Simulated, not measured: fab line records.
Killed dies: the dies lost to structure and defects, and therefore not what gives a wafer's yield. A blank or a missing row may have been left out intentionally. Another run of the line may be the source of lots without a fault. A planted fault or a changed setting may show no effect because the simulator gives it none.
fab line records + flow sky130
record
- lots=12
- wafers=36
- last_day=50
route steps=708 shown LDD_P@265 METAL2@502 VIA2@527 METAL3@534 PAD_OPEN@708
lots that met no fault: taken from a fault-free run of the same line
start_h: start of the lot's first displayed wafer, in hours after the record's first day + wait_h: hours elapsed since this lot's preceding step + " unchanged from the row above + L1.1+2: several wafers, shown together as one row + - either no value or no given start + * or withheld: withheld + < > ~ a bound
route shown NAME@n: a module of which the file shows steps, and the number in the route of the first + usual: average and standard deviation across the fault-free wafers + same: alike in all rows + chamber/n: place in a boat + sites: the reading at each site + _std_site: standard deviation across them + _edge_site: inner sites' mean taken away from outer sites' mean + radius_mm: for every site, how far away it sits from the centre of the wafer + mask NAME#n: copy n + behind: the last tool/chamber to shape the wafer + hold: why the lot was held/for how many hours/how that ended + device: names the non-switching transistor (n, p or np) + end of line: the route-end tests of the same wafers + a step without rows: its recipe alone + killed: the dies lost at the first sort to structure and to defects; this is not the yield of the wafer + map: per-die view of a wafer (x killed, . not killed, _ where there is no die)
set.NAME: the setting the step ran with; set.NAME@STEP: the setting that earlier step ran with + model.NAME: the simulator's own value behind a step, which no gauge read
the route's steps for a sample of lots (tables are steps, rows are wafers)
services: a tool's chamber out of use, with start hour (start_h, from the record's first day; less than 0 if before it), hours out, and reason
## steps
# step SKY_LDD_P_STRIP_10
# recipe
- chemistry=O2/N2
- power_w=1400
- pressure_mtorr=1500
- platen_temp_c=withheld
- o2_flow_sccm=3000
- n2_flow_sccm=300
- overash_fraction=0.5
# usual
- drypump_motor_current_A=5.6/0.53
- oes_product_au=0.716/0.0048
- strip_time_to_endpoint_s=14.18/0.045
| lot.wafer | tool            | chamber | start_h | wait_h | drypump_motor_current_A | oes_product_au | rf_hours_counter_h | strip_time_to_endpoint_s |
|-----------|-----------------|---------|---------|--------|-------------------------|----------------|--------------------|--------------------------|
| L944.4    | plasma_asher-01 | 1       | 439.65  | 0.1    | 6.1                     | 0.715          | -                  | 14.15                    |
| L944.5    | "               | 0       | "       | "      | 5.0                     | 0.712          | -                  | 14.15                    |
| L944.6    | "               | 1       | "       | "      | 6.1                     | 0.714          | -                  | 14.10                    |
| L945.1    | plasma_asher-04 | 0       | 449.44  | 0.1    | 5.0                     | 0.715          | 63                 | 14.17                    |
| L945.2    | "               | 1       | "       | "      | 6.3                     | 0.709          | 63                 | 14.16                    |
| L945.6    | "               | 0       | "       | "      | 5.1                     | 0.711          | -                  | 14.17                    |
| L947.3    | plasma_asher-01 | 0       | 480.15  | 0.1    | 4.9                     | 0.713          | -                  | 14.25                    |
| L947.5    | "               | 1       | "       | "      | 6.1                     | 0.710          | -                  | 14.24                    |
| L947.6    | "               | 0       | "       | "      | 5.0                     | 0.729          | -                  | 14.28                    |
| L948.1    | plasma_asher-03 | 1       | 488.01  | 0.1    | 5.8                     | 0.710          | 74                 | 14.15                    |
| L948.4    | "               | 0       | "       | "      | 5.6                     | 0.721          | -                  | 14.16                    |
| L948.6    | "               | 1       | "       | "      | 5.8                     | 0.711          | -                  | 14.18                    |
| L949.1    | plasma_asher-01 | 1       | 500.39  | 0.1    | 6.1                     | 0.715          | 7                  | 14.17                    |
| L949.2    | "               | 0       | "       | "      | 5.0                     | 0.722          | 7                  | 14.14                    |
| L949.6    | "               | 0       | "       | "      | 5.0                     | 0.718          | -                  | 14.16                    |
| L950.1    | plasma_asher-01 | 0       | 509.59  | 0.1    | 5.0                     | 0.709          | 8                  | 14.16                    |
| L950.2    | "               | 1       | "       | "      | 6.1                     | 0.717          | 8                  | 14.14                    |
| L950.4    | "               | 0       | "       | "      | 5.0                     | 0.710          | -                  | 14.16                    |
| L955.1    | plasma_asher-04 | 0       | 556.41  | 0.1    | 5.0                     | 0.721          | 73                 | 14.21                    |
| L955.4    | "               | 0       | "       | "      | 5.0                     | 0.712          | -                  | 14.22                    |
| L955.6    | "               | 0       | "       | "      | 5.0                     | 0.712          | -                  | 14.20                    |
| L958.2    | plasma_asher-01 | 0       | 569.86  | 0.1    | 4.9                     | 0.720          | 14                 | 14.18                    |
| L958.3    | "               | 0       | "       | "      | 4.9                     | 0.728          | -                  | 14.17                    |
| L958.4    | "               | 1       | "       | "      | 6.1                     | 0.724          | -                  | 14.15                    |
| L957.1    | plasma_asher-01 | 1       | 570.66  | 0.1    | 6.1                     | 0.718          | 14                 | 14.20                    |
| L957.2    | "               | 0       | "       | "      | 4.9                     | 0.721          | 14                 | 14.25                    |
| L957.3    | "               | 1       | "       | "      | 6.1                     | 0.719          | -                  | 14.23                    |
| L960.2    | plasma_asher-04 | 1       | 596.31  | 0.1    | 6.3                     | 0.711          | 77                 | 14.18                    |
| L960.4    | "               | 1       | "       | "      | 6.3                     | 0.721          | -                  | 14.15                    |
| L960.6    | "               | 1       | "       | "      | 6.3                     | 0.714          | -                  | 14.12                    |
| L961.4    | plasma_asher-04 | 0       | 604.82  | 0.1    | 5.0                     | 0.712          | -                  | 14.25                    |
| L961.5    | "               | 1       | "       | "      | 6.4                     | 0.719          | -                  | 14.24                    |
| L961.6    | "               | 0       | "       | "      | 5.0                     | 0.710          | -                  | 14.21                    |
| L962.2    | plasma_asher-03 | 0       | 605.20  | 0.1    | 5.5                     | 0.716          | 86                 | 14.09                    |
| L962.3    | "               | 0       | "       | "      | 5.6                     | 0.717          | -                  | 14.16                    |
| L962.4    | "               | 1       | "       | "      | 5.8                     | 0.717          | -                  | 14.13                    |
# step SKY_METAL2_METAL_ETCH_19
# recipe
- target_depth_a=3600
- stop_on=SiO2
- over_etch_frac=0.3
- time_s=78
- chemistry=Cl2/BCl3
- resist_sidewall_deg=88
- pressure_mtorr=10
- icp_w=900
- bias_w=48.5
- Cl2_flow_sccm=60
- bcl3_flow_sccm=30
# usual
- bias_w=48.51/0.15
- drypump_motor_current_A=5.9/0.42
- he_backside_leak_sccm=3.25/0.19
- oes_product_au=0.855/0.0058
- throttle_valve_pct=22.264/0.0085
| lot.wafer | tool         | chamber | start_h | wait_h | bias_w | drypump_motor_current_A | he_backside_leak_sccm | oes_product_au | rf_hours_counter_h | throttle_valve_pct |
|-----------|--------------|---------|---------|--------|--------|-------------------------|-----------------------|----------------|--------------------|--------------------|
| L944.4    | rie_metal-04 | 0       | 835.15  | 0.1    | 48.30  | 5.1                     | 3.15                  | 0.839          | -                  | 22.255             |
| L944.5    | "            | 0       | "       | "      | 48.49  | 5.1                     | 3.16                  | 0.834          | -                  | 22.267             |
| L944.6    | "            | 0       | "       | "      | 48.09  | 5.1                     | 3.14                  | 0.849          | -                  | 22.261             |
| L945.1    | rie_metal-04 | 0       | 844.25  | 0.1    | 48.78  | 5.1                     | 3.16                  | 0.852          | 17                 | 22.279             |
| L945.2    | "            | 0       | "       | "      | 48.59  | 5.1                     | 3.01                  | 0.858          | -                  | 22.273             |
| L945.6    | "            | 0       | "       | "      | 48.53  | 5.1                     | 2.99                  | 0.858          | -                  | 22.281             |
| L947.3    | rie_metal-03 | 0       | 868.53  | 0.1    | 48.38  | 6.0                     | 3.25                  | 0.851          | -                  | 22.254             |
| L947.5    | "            | 0       | "       | "      | 48.51  | 6.0                     | 3.14                  | 0.854          | -                  | 22.272             |
| L947.6    | "            | 1       | "       | "      | 48.23  | 6.2                     | 3.58                  | 0.851          | -                  | 22.262             |
| L948.1    | rie_metal-03 | 1       | 873.80  | 0.0    | 48.38  | 6.2                     | 3.27                  | 0.852          | 15                 | 22.268             |
| L948.4    | "            | 1       | "       | "      | 48.54  | 6.2                     | 3.26                  | 0.850          | -                  | 22.266             |
| L948.6    | "            | 0       | "       | "      | 48.54  | 6.0                     | 3.05                  | 0.848          | -                  | 22.264             |
| L949.1    | rie_metal-03 | 1       | 888.01  | 0.0    | 48.51  | 6.2                     | 3.18                  | 0.851          | 15                 | 22.260             |
| L949.2    | "            | 0       | "       | "      | 48.40  | 6.0                     | 2.97                  | 0.859          | 13                 | 22.265             |
| L949.6    | "            | 0       | "       | "      | 48.53  | 6.0                     | 3.06                  | 0.862          | -                  | 22.259             |
| L950.1    | rie_metal-01 | 0       | 896.41  | 0.0    | 48.53  | 6.5                     | 3.28                  | 0.852          | 10                 | 22.257             |
| L950.2    | "            | 1       | "       | "      | 48.72  | 5.8                     | 3.46                  | 0.853          | 0                  | 22.273             |
| L950.4    | "            | 1       | "       | "      | 48.43  | 5.8                     | 3.49                  | 0.849          | -                  | 22.263             |
| L955.1    | rie_metal-01 | 1       | 929.58  | 0.0    | 48.50  | 5.8                     | 3.58                  | 0.849          | 2                  | 22.271             |
| L955.4    | "            | 0       | "       | "      | 48.36  | 6.4                     | 3.33                  | 0.856          | -                  | 22.264             |
| L955.6    | "            | 0       | "       | "      | 48.56  | 6.5                     | 3.35                  | 0.864          | -                  | 22.266             |
| L958.2    | rie_metal-04 | 0       | 939.90  | 0.0    | 48.41  | 5.1                     | 3.25                  | 0.855          | 2                  | 22.264             |
| L958.3    | "            | 0       | "       | "      | 48.36  | 5.1                     | 3.25                  | 0.858          | -                  | 22.261             |
| L958.4    | "            | 1       | "       | "      | 48.86  | 6.1                     | 3.39                  | 0.857          | -                  | 22.265             |
| L957.1    | rie_metal-03 | 1       | 941.26  | 0.0    | 48.42  | 6.2                     | 3.43                  | 0.840          | 18                 | 22.259             |
| L957.2    | "            | 0       | "       | "      | 48.49  | 6.0                     | 3.23                  | 0.862          | 15                 | 22.270             |
| L957.3    | "            | 1       | "       | "      | 48.43  | 6.2                     | 3.56                  | 0.865          | -                  | 22.269             |
| L960.2    | rie_metal-04 | 0       | 962.70  | 0.0    | 48.63  | 5.1                     | 3.15                  | 0.855          | 3                  | 22.272             |
| L960.4    | "            | 1       | "       | "      | 48.75  | 6.0                     | 3.36                  | 0.859          | -                  | 22.273             |
| L960.6    | "            | 0       | "       | "      | 48.58  | 5.1                     | 2.97                  | 0.855          | -                  | 22.256             |
| L961.4    | rie_metal-03 | 0       | 968.25  | 0.1    | 48.19  | 6.0                     | 2.93                  | 0.858          | -                  | 22.261             |
| L961.5    | "            | 0       | "       | "      | 48.37  | 6.0                     | 2.91                  | 0.859          | -                  | 22.271             |
| L961.6    | "            | 0       | "       | "      | 48.21  | 6.0                     | 2.90                  | 0.854          | -                  | 22.287             |
| L962.2    | rie_metal-04 | 0       | 970.00  | 0.1    | 48.44  | 5.1                     | 3.19                  | 0.859          | 3                  | 22.246             |
| L962.3    | "            | 1       | "       | "      | 48.53  | 6.0                     | 3.45                  | 0.857          | -                  | 22.273             |
| L962.4    | "            | 0       | "       | "      | 48.30  | 5.1                     | 3.19                  | 0.845          | -                  | 22.257             |
# step SKY_VIA2_SPUTTER_20
# recipe
- material=TiN
- target_thk_nm=20
- chamber_pressure_pa=5
- power_w=4000
- time_s=80
# usual
- throttle_valve_pct=30.4/0.93
| lot.wafer | tool           | chamber | start_h | wait_h | throttle_valve_pct |
|-----------|----------------|---------|---------|--------|--------------------|
| L944.4    | pvd_sputter-01 | -       | 863.57  | 0.0    | 30.6               |
| L944.5    | "              | -       | "       | "      | 31.0               |
| L944.6    | "              | -       | "       | "      | 30.3               |
| L945.1    | pvd_sputter-01 | -       | 872.62  | 0.0    | 30.2               |
| L945.2    | "              | -       | "       | "      | 30.0               |
| L945.6    | "              | -       | "       | "      | 30.3               |
| L947.3    | pvd_sputter-01 | -       | 896.32  | 0.0    | 29.9               |
| L947.5    | "              | -       | "       | "      | 29.9               |
| L947.6    | "              | -       | "       | "      | 30.5               |
| L948.1    | pvd_sputter-01 | -       | 901.08  | 0.0    | 30.2               |
| L948.4    | "              | -       | "       | "      | 30.7               |
| L948.6    | "              | -       | "       | "      | 29.9               |
| L949.1    | pvd_sputter-02 | -       | 915.44  | 0.0    | 30.6               |
| L949.2    | "              | -       | "       | "      | 31.8               |
| L949.6    | "              | -       | "       | "      | 33.3               |
| L950.1    | pvd_sputter-01 | -       | 923.48  | 0.0    | 30.8               |
| L950.2    | "              | -       | "       | "      | 30.9               |
| L950.4    | "              | -       | "       | "      | 30.3               |
| L955.1    | pvd_sputter-01 | -       | 955.91  | 0.0    | 31.1               |
| L955.4    | "              | -       | "       | "      | 30.2               |
| L955.6    | "              | -       | "       | "      | 30.9               |
| L958.2    | pvd_sputter-04 | -       | 966.27  | 0.0    | 29.7               |
| L958.3    | "              | -       | "       | "      | 30.4               |
| L958.4    | "              | -       | "       | "      | 30.8               |
| L957.1    | pvd_sputter-04 | -       | 967.73  | 0.0    | 30.3               |
| L957.2    | "              | -       | "       | "      | 29.2               |
| L957.3    | "              | -       | "       | "      | 29.7               |
| L960.2    | pvd_sputter-01 | -       | 989.23  | 0.0    | 30.1               |
| L960.4    | "              | -       | "       | "      | 29.9               |
| L960.6    | "              | -       | "       | "      | 30.7               |
| L961.4    | pvd_sputter-01 | -       | 994.96  | 0.0    | 30.8               |
| L961.5    | "              | -       | "       | "      | 30.1               |
| L961.6    | "              | -       | "       | "      | 29.7               |
| L962.2    | pvd_sputter-04 | -       | 996.08  | 0.0    | 30.4               |
| L962.3    | "              | -       | "       | "      | 29.8               |
| L962.4    | "              | -       | "       | "      | 29.3               |
# step SKY_METAL3_SPUTTER_02
# recipe
- material=AlCu
- target_thk_nm=735
- power_w=10600
- time_s=39.1
- chamber_pressure_pa=0.4
# usual
- throttle_valve_pct=30.6/1.3
| lot.wafer | tool           | chamber | start_h | wait_h | throttle_valve_pct |
|-----------|----------------|---------|---------|--------|--------------------|
| L944.4    | pvd_sputter-03 | -       | 864.29  | 0.0    | 30.8               |
| L944.5    | "              | -       | "       | "      | 30.5               |
| L944.6    | "              | -       | "       | "      | 30.9               |
| L945.1    | pvd_sputter-02 | -       | 873.47  | 0.0    | 28.6               |
| L945.2    | "              | -       | "       | "      | 30.2               |
| L945.6    | "              | -       | "       | "      | 33.2               |
| L947.3    | pvd_sputter-01 | -       | 897.04  | 0.0    | 31.2               |
| L947.5    | "              | -       | "       | "      | 30.5               |
| L947.6    | "              | -       | "       | "      | 31.0               |
| L948.1    | pvd_sputter-02 | -       | 901.93  | 0.0    | 28.7               |
| L948.4    | "              | -       | "       | "      | 31.7               |
| L948.6    | "              | -       | "       | "      | 33.7               |
| L949.1    | pvd_sputter-01 | -       | 916.32  | 0.0    | 30.7               |
| L949.2    | "              | -       | "       | "      | 29.9               |
| L949.6    | "              | -       | "       | "      | 30.6               |
| L950.1    | pvd_sputter-03 | -       | 924.20  | 0.0    | 28.9               |
| L950.2    | "              | -       | "       | "      | 30.1               |
| L950.4    | "              | -       | "       | "      | 28.8               |
| L955.1    | pvd_sputter-02 | -       | 956.63  | 0.0    | 31.6               |
| L955.4    | "              | -       | "       | "      | 28.6               |
| L955.6    | "              | -       | "       | "      | 31.9               |
| L958.2    | pvd_sputter-02 | -       | 966.99  | 0.0    | 31.7               |
| L958.3    | "              | -       | "       | "      | 28.5               |
| L958.4    | "              | -       | "       | "      | 30.5               |
| L957.1    | pvd_sputter-03 | -       | 968.48  | 0.0    | 30.7               |
| L957.2    | "              | -       | "       | "      | 30.1               |
| L957.3    | "              | -       | "       | "      | 28.8               |
| L960.2    | pvd_sputter-03 | -       | 989.95  | 0.0    | 30.6               |
| L960.4    | "              | -       | "       | "      | 29.8               |
| L960.6    | "              | -       | "       | "      | 29.9               |
| L961.4    | pvd_sputter-02 | -       | 995.68  | 0.0    | 28.6               |
| L961.5    | "              | -       | "       | "      | 33.5               |
| L961.6    | "              | -       | "       | "      | 28.5               |
| L962.2    | pvd_sputter-01 | -       | 996.79  | 0.0    | 30.1               |
| L962.3    | "              | -       | "       | "      | 30.5               |
| L962.4    | "              | -       | "       | "      | 31.3               |
# step SKY_PAD_OPEN_PROBE_99
# usual
- killed_at_M0_to_M3=43/7.1
- killed_at_M4_up=3.2/1.9
- killed_at_contacts=23/5.1
- killed_at_front_end=15/4.5
- killed_at_other=0.4/0.65
- killed_dies=85/9.4
- killed_open=47/6.8
- killed_short=38/6.1
# same
- gross_dies=492
- killed_at_back_side=0
| lot.wafer | tool      | chamber | start_h | wait_h | killed_at_M0_to_M3 | killed_at_M4_up | killed_at_contacts | killed_at_front_end | killed_at_other | killed_dies | killed_open | killed_short |
|-----------|-----------|---------|---------|--------|--------------------|-----------------|--------------------|---------------------|-----------------|-------------|-------------|--------------|
| L958.2    | prober-02 | -       | 1170.67 | 0.1    | 40                 | 3               | 23                 | 14                  | 0               | 80          | 45          | 35           |
| L958.3    | prober-02 | -       | 1170.72 | 0.2    | 50                 | 1               | 22                 | 9                   | 1               | 83          | 42          | 41           |
| L958.4    | prober-02 | -       | 1170.77 | 0.2    | 42                 | 4               | 22                 | 64                  | 0               | 132         | 44          | 36           |
| L957.1    | prober-01 | -       | 1171.47 | 0.1    | 34                 | 7               | 24                 | 58                  | 1               | 124         | 47          | 27           |
| L957.2    | prober-01 | -       | 1171.52 | 0.1    | 55                 | 0               | 22                 | 7                   | 1               | 85          | 48          | 37           |
| L957.3    | prober-01 | -       | 1171.57 | 0.2    | 32                 | 4               | 12                 | 63                  | 0               | 111         | 35          | 24           |
# killed by level:class
L958.2 LI_CONTACT:geometric_particle:open=11 VIA1:geometric_particle:open=9 POLY_GATE:geometric_particle:short=6 METAL1:geometric_particle:short=6 VIA2:geometric_particle:open=6 CONTACT:geometric_particle:open=5 VIA3:geometric_particle:open=5 FIELD_ISO:geometric_particle:open=3
L958.3 VIA1:geometric_particle:open=10 METAL1:geometric_particle:short=9 VIA3:geometric_particle:open=8 METAL2:geometric_particle:short=7 LI_CONTACT:geometric_particle:open=7 CONTACT:geometric_particle:open=7 FIELD_ISO:geometric_particle:short=5 CONTACT:geometric_particle:short=5
L958.4 LDD_P:unspecified=52 VIA1:geometric_particle:short=9 CONTACT:geometric_particle:open=8 VIA3:geometric_particle:open=8 VIA1:geometric_particle:open=7 LI_CONTACT:geometric_particle:open=7 FIELD_ISO:geometric_particle:open=4 METAL1:geometric_particle:short=4
L957.1 LDD_P:unspecified=49 CONTACT:geometric_particle:open=12 VIA1:geometric_particle:open=8 VIA2:geometric_particle:open=7 LI_CONTACT:geometric_particle:open=7 METAL4:geometric_particle:short=5 METAL1:geometric_particle:short=4 VIA3:geometric_particle:open=4
L957.2 VIA2:geometric_particle:open=10 VIA1:geometric_particle:open=9 LI_CONTACT:geometric_particle:open=8 VIA3:geometric_particle:open=6 VIA1:geometric_particle:short=6 METAL3:geometric_particle:short=5 VIA2:geometric_particle:short=5 CONTACT:geometric_particle:open=5
L957.3 LDD_P:unspecified=52 VIA1:geometric_particle:open=10 VIA3:geometric_particle:open=8 FIELD_ISO:geometric_particle:short=6 CONTACT:geometric_particle:open=5 LOCAL_INTERCONNECT:geometric_particle:short=4 VIA1:geometric_particle:short=3 VIA2:geometric_particle:open=3
## services
| tool            | chamber | start_h | hours | kind   |
|-----------------|---------|---------|-------|--------|
| plasma_asher-01 | -       | 421.30  | 9.0   | pm     |
| rie_metal-03    | -       | 433.34  | 2.8   | pm     |
| pvd_sputter-02  | -       | 469.68  | 2.5   | repair |
| rie_metal-03    | 0       | 487.64  | 6.6   | repair |
| plasma_asher-04 | -       | 491.31  | 12.9  | repair |
| plasma_asher-01 | -       | 502.49  | 1.0   | repair |
| rie_metal-04    | 0       | 520.42  | 1.5   | repair |
| pvd_sputter-01  | -       | 530.88  | 4.3   | repair |
| plasma_asher-01 | -       | 571.96  | 3.2   | repair |
| pvd_sputter-01  | -       | 589.03  | 6.8   | repair |
| pvd_sputter-03  | -       | 608.85  | 1.9   | repair |
| pvd_sputter-01  | -       | 631.34  | 1.8   | repair |
| plasma_asher-01 | -       | 633.67  | 4.3   | pm     |
| pvd_sputter-02  | -       | 707.18  | 2.1   | repair |
| rie_metal-04    | -       | 716.59  | 14.6  | pm     |
| rie_metal-03    | 0       | 758.48  | 8.2   | repair |
| pvd_sputter-03  | -       | 771.73  | 4.0   | repair |
| pvd_sputter-01  | -       | 779.61  | 4.9   | repair |
| rie_metal-03    | 0       | 789.46  | 11.8  | repair |
| pvd_sputter-03  | -       | 802.24  | 6.7   | repair |
| pvd_sputter-02  | -       | 867.82  | 0.9   | repair |
| rie_metal-03    | -       | 872.11  | 0.3   | repair |
| rie_metal-03    | -       | 946.67  | 14.6  | pm     |
| plasma_asher-04 | -       | 974.62  | 22.6  | repair |
## key
first_sign
- step=SKY_PAD_OPEN_PROBE_99
- reading=killed_at_front_end
- direction=up
- sigmas=10
- usual=15
- struck=62
effect
- step=SKY_PAD_OPEN_PROBE_99
- reading=killed_dies
- direction=up
- sigmas=3.9
- usual=85
- struck=122
met_at SKY_LDD_P_STRIP_10
struck_lots L957,L958
struck_wafers L957.1,L957.3,L958.4
tester_left_out L957,L958
not_acting_at SKY_METAL2_METAL_ETCH_19,SKY_VIA2_SPUTTER_20,SKY_METAL3_SPUTTER_02
onset_between 509.59 569.86
fault
- kind=chamber_particle_source
- tool=plasma_asher-01
- chamber=1
- onset_h=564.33
- steps=SKY_LDD_P_STRIP_10
- rate_per_visit_cm2=1.1446
- end_h=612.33
# tester_left_out: of these lots the tester's yield and bins aren't shown, on N5 and GAA mostly nor the transistor test; their killed dies are dies lost to structure and defects alone, not to doping, threshold or leakage, so they don't give the yield
